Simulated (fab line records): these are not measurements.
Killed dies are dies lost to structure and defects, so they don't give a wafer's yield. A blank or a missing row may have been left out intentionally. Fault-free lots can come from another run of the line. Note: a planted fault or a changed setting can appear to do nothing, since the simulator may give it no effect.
Which tool is to blame? -- flow gf180mcu -- Sampling: 13 lots, 39 wafers, 5 of 602 route steps

## WHAT THE GAUGES READ, wafer by wafer
GF_VT_IMPLANT_TW_MEAS_10. Usual: VT_IMPLANT_TW 563.1, standard deviation 2.7.
lot,measured,on,VT_IMPLANT_TW,flag
L982,day 5 14:58,filmMetro-04,562.1 563.2 562.9,
L984,day 6 03:11,filmMetro-03,565.9 561.1 564.3,
L985,day 6 09:31,filmMetro-02,557.9 556.4 560.2,
L989,day 7 11:44,filmMetro-02,558.0 558.0 560.8,
L991,day 7 21:29,filmMetro-03,565.2 569.1 566.1,
L993,day 8 12:52,filmMetro-02,560.3 562.3 563.7,
L994,day 8 16:25,filmMetro-02,567.0 561.2 563.6,
L995,day 9 00:21,filmMetro-03,563.4 560.3 562.6,
L100,day 10 07:40,filmMetro-03,594.1 593.1 595.7,OFF
L101,day 10 13:21,filmMetro-04,591.9 591.1 587.9,OFF
L102,day 10 19:08,filmMetro-04,564.3 564.0 565.2,
L103,day 11 02:13,filmMetro-02,561.9 560.3 557.6,
L105,day 11 16:17,filmMetro-03,563.2 562.7 563.8,

GF_HV_LDD_OVL_MEAS_32. Usual: HV_LDD_02_OVL 0.2 nm, standard deviation 1.2.
lot,measured,on,HV_LDD_02_OVL (nm),flag
L982,day 11 13:34,overlay-01,1.3 0.6 0.2,
L984,day 12 05:56,overlay-01,0.0 0.7 -1.5,
L985,day 12 14:40,overlay-02,-0.9 0.6 0.7,
L989,day 13 21:32,overlay-01,0.7 -0.1 -0.9,
L991,day 14 09:09,overlay-02,-0.7 -1.0 -2.1,
L993,day 15 11:57,overlay-02,1.2 0.2 1.4,
L994,day 15 12:16,overlay-02,1.9 -0.1 2.1,
L995,day 15 21:37,overlay-02,-1.4 -1.1 0.6,
L100,day 17 17:02,overlay-02,-1.5 0.2 0.7,
L101,day 17 18:53,overlay-02,-0.5 0.8 0.6,
L102,day 18 03:40,overlay-02,0.3 -0.6 1.9,
L103,day 18 10:55,overlay-02,-1.3 -1.3 -1.5,
L105,day 19 05:14,overlay-02,-0.4 -0.2 1.2,

## EACH LOT AND THE TOOL THAT RAN IT (in order: tool; ch and the chambers of the sampled wafers; start)
lot,GF_STI_ETCH_13,GF_VT_IMPLANT_IMPLANT_08,GF_VT_IMPLANT_RTA_45
L982,"rieDiel-03 ch 0,1,2, day 2 01:34","implanter-02 ch 0, day 5 14:44","rtpAnneal-02 ch 0, day 7 13:11"
L984,"rieDiel-02 ch 0,3, day 2 12:06","implanter-04 ch 0, day 6 02:58","rtpAnneal-02 ch 0, day 8 03:05"
L985,"rieDiel-03 ch 0,2, day 2 17:30","implanter-04 ch 0, day 6 09:17","rtpAnneal-02 ch 0, day 8 10:34"
L989,"rieDiel-03 ch 0,1,2, day 3 14:31","implanter-01 ch 0, day 7 11:31","rtpAnneal-02 ch 0, day 9 14:27"
L991,"rieDiel-03 ch 1,2,3, day 3 23:16","implanter-01 ch 0, day 7 21:14","rtpAnneal-01 ch 0, day 10 00:48"
L993,"rieDiel-03 ch 0,1,3, day 4 10:49","implanter-02 ch 0, day 8 12:37","rtpAnneal-01 ch 0, day 10 17:33"
L994,"rieDiel-03 ch 0,1,3, day 4 14:52","implanter-01 ch 0, day 8 16:11","rtpAnneal-02 ch 0, day 10 21:52"
L995,"rieDiel-02 ch 0,1,3, day 4 20:51","implanter-02 ch 0, day 9 00:07","rtpAnneal-02 ch 0, day 11 06:35"
L100,"rieDiel-02 ch 0,2,3, day 5 22:52","implanter-02 ch 0, day 10 07:26","rtpAnneal-02 ch 0, day 12 16:04"
L101,"rieDiel-02 ch 1,2, day 6 03:58","implanter-02 ch 0, day 10 13:07","rtpAnneal-01 ch 0, day 12 21:38"
L102,"rieDiel-03 ch 0,1,2, day 6 08:28","implanter-01 ch 0, day 10 18:50","rtpAnneal-01 ch 0, day 13 04:13"
L103,"rieDiel-02 ch 0,1,3, day 6 14:03","implanter-04 ch 0, day 11 01:59","rtpAnneal-02 ch 0, day 13 11:37"
L105,"rieDiel-02 ch 0,1,3, day 7 00:37","implanter-01 ch 0, day 11 16:04","rtpAnneal-01 ch 0, day 14 03:10"
- GF_STI_ETCH_13: etches the open film in CHF3/O2, stops on Si, target depth 282.31 nm, time 112.9 s.
- GF_VT_IMPLANT_IMPLANT_08
- GF_VT_IMPLANT_RTA_45: time 30 s.

## WHAT THE TOOLS THEMSELVES READ (means of the sampled wafers that have a number; where no wafer has one, the mark that the record gives instead)
GF_STI_ETCH_13. Usual: drypumpMotorCurrentA 5.7 A, standard deviation 0.46; oesProductAu 0.834 a.u., standard deviation 0.0061; throttleValvePct 8.810 %, standard deviation 0.0094.
lot,tool,drypumpMotorCurrentA (A),oesProductAu (a.u.),throttleValvePct (%),flag
L982,rieDiel-03,6.0,0.829,8.810,
L984,rieDiel-02,5.7,0.839,8.808,
L985,rieDiel-03,6.3,0.836,8.808,
L989,rieDiel-03,6.0,0.822,8.809,
L991,rieDiel-03,5.6,0.839,8.811,
L993,rieDiel-03,5.9,0.831,8.810,
L994,rieDiel-03,5.9,0.832,8.810,
L995,rieDiel-02,5.4,0.834,8.804,
L100,rieDiel-02,5.9,0.833,8.818,
L101,rieDiel-02,6.0,0.835,8.815,
L102,rieDiel-03,6.0,0.839,8.815,
L103,rieDiel-02,5.4,0.836,8.810,
L105,rieDiel-02,5.5,0.832,8.811,

GF_VT_IMPLANT_IMPLANT_08. Usual: doseIonsCm2 8.289e+12, standard deviation 9e+09; faradayCurrentUA 46.8, standard deviation 0.98.
lot,tool,doseIonsCm2,faradayCurrentUA,flag
L982,implanter-02,8.288e+12,46.3,
L984,implanter-04,8.281e+12,47.2,
L985,implanter-04,8.286e+12,47.2,
L989,implanter-01,8.290e+12,45.6,
L991,implanter-01,8.294e+12,45.6,
L993,implanter-02,8.273e+12,46.4,
L994,implanter-01,8.299e+12,47.0,
L995,implanter-02,8.292e+12,47.0,
L100,implanter-02,9.655e+12,54.1,OFF
L101,implanter-02,9.665e+12,55.3,OFF
L102,implanter-01,8.286e+12,46.9,
L103,implanter-04,8.275e+12,46.6,
L105,implanter-01,8.296e+12,46.6,

GF_VT_IMPLANT_RTA_45. Usual: lampPowerPct 34.0 %, standard deviation 1.7; wafer_temp_C_max 1055.2, standard deviation 1.2.
lot,tool,lampPowerPct (%),wafer_temp_C_max,flag
L982,rtpAnneal-02,32.3,1056.0,
L984,rtpAnneal-02,32.3,1056.2,
L985,rtpAnneal-02,32.3,1055.9,
L989,rtpAnneal-02,32.3,1057.0,
L991,rtpAnneal-01,35.7,1055.1,
L993,rtpAnneal-01,35.6,1054.8,
L994,rtpAnneal-02,32.3,1055.9,
L995,rtpAnneal-02,32.3,1055.3,
L100,rtpAnneal-02,32.3,1056.8,
L101,rtpAnneal-01,35.7,1053.8,
L102,rtpAnneal-01,35.7,1054.9,
L103,rtpAnneal-02,32.3,1056.8,
L105,rtpAnneal-01,35.7,1053.8,

## THE ANSWER, worked out from the rows above alone
Rule: take the mean of a lot's wafers that have a number; if it is more than 3 standard deviations from the usual mean, the lot is off. A lot without any number at a reading at which 4 lots or more have one is off too. All remaining lots with rows at the step are treated as sound. After the gauges, taken in route order, come the tools' own readings; for these a lot's mean is taken, as printed above. At the first step where some lot is off, the reading lying furthest off is the one used; lots without a number count as furthest.
Off: at GF_VT_IMPLANT_TW_MEAS_10 (VT_IMPLANT_TW), L100, L101.
A tool fits if, at a process step before that reading, it ran every lot that is off, and no sound lot after the first of them. Not tried: the gauges at GF_VT_IMPLANT_TW_MEAS_10; whatever is off there is also off at GF_VT_IMPLANT_IMPLANT_08, on other tools, and gauge error can't account for it. One fits: GF_VT_IMPLANT_IMPLANT_08 on implanter-02. Its last sound lot is L995 (day 9 00:07), its first lot that is off L100 (day 10 07:26): a fault that began between those two fits.
The tool's own readings at GF_VT_IMPLANT_IMPLANT_08 bear it out: on the lots that are off they differ by more than 5 times the standard deviation of the sound lots' means. doseIonsCm2 reads 9.660e+12 there against 8.287e+12 on the sound lots; faradayCurrentUA reads 54.7 there against 46.6 on the sound lots.

## WHAT THE SIMULATOR HAD PUT IN
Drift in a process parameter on implanter-02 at GF_VT_IMPLANT_IMPLANT_08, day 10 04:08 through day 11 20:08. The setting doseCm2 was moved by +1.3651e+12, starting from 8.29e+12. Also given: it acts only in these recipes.
Struck lots among those shown: L100, L101. The rule given above showed the same thing.
